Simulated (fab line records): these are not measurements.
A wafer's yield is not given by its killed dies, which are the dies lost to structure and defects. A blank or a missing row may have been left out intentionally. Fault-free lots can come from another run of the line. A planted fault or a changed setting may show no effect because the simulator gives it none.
2 desks looking at one fault + flow gf180mcu + what lay behind the numbers comes last; until then each desk has only its own

THE TOOL OWNER'S DESK: implanter-03
The tool's own readings at GF_NWELL_IMPLANT_09: means of the sampled wafers that have a number, for each lot that ran on this tool. If a lot's mean is further than 4 standard deviations from the usual mean, the lot is out of limits and carries the mark OUT (the distance appears in the brackets).
Columns: A = beam-energy-keV at GF_NWELL_IMPLANT_09, usual 160.00; B = dose-ions-cm2 at GF_NWELL_IMPLANT_09, usual 4.001e+12
| lot  | first seen here | A                        | B         |
|------|-----------------|--------------------------|-----------|
| L701 | day 3 08:23     | 159.93                   | 3.998e+12 |
| L718 | day 7 04:19     | 143.67 (-99 or more) OUT | 4.002e+12 |
| L721 | day 7 22:16     | 143.67 (-99 or more) OUT | 4.000e+12 |
Finding of this desk: L718, L721 out of limits; the first was L718 at day 7 04:19, on beam-energy-keV at GF_NWELL_IMPLANT_09. Within limits: L701.

METROLOGY DESK
What the gauges read, lot by lot, whatever tool the lot ran on: means of the sampled wafers that have a number. If a lot's mean is further than 4 standard deviations from the usual mean, the lot is out of limits and carries the mark OUT (the distance appears in the brackets).
Columns: A = DNWELL_TW at GF_DNWELL_TW_MEAS_09, usual 1353; B = NWELL_OVL at GF_NWELL_OVL_MEAS_07, usual 0.5 nm
| lot  | first seen here | A    | B    |
|------|-----------------|------|------|
| L701 | day 2 19:27     | 1361 | 1.6  |
| L703 | day 3 05:58     | 1343 | -2.1 |
| L717 | day 6 09:08     | 1359 | 1.4  |
| L718 | day 6 12:31     | 1346 | 1.7  |
| L721 | day 7 06:14     | 1354 | -1.6 |
| L724 | day 7 19:56     | 1358 | 0.0  |
This desk's verdict: no lot among the 6 shows anything out of limits.

TAKEN TOGETHER
An alarm could have come from the tool owner's desk at day 7 04:19, on L718, L721.
The metrology desk saw nothing out of limits.
The metrology desk has L718, L721 on record, within its limits.
Every lot named ran GF_NWELL_IMPLANT_09 on implanter-03.

WHAT THE SIMULATOR HAD PUT IN
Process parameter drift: implanter-03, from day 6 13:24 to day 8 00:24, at GF_NWELL_IMPLANT_09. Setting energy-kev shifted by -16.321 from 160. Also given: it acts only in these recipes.
Struck lots among those shown: L718, L721.
Hours from the fault's start to each desk's first reading out of limits: the tool owner's desk, 15.
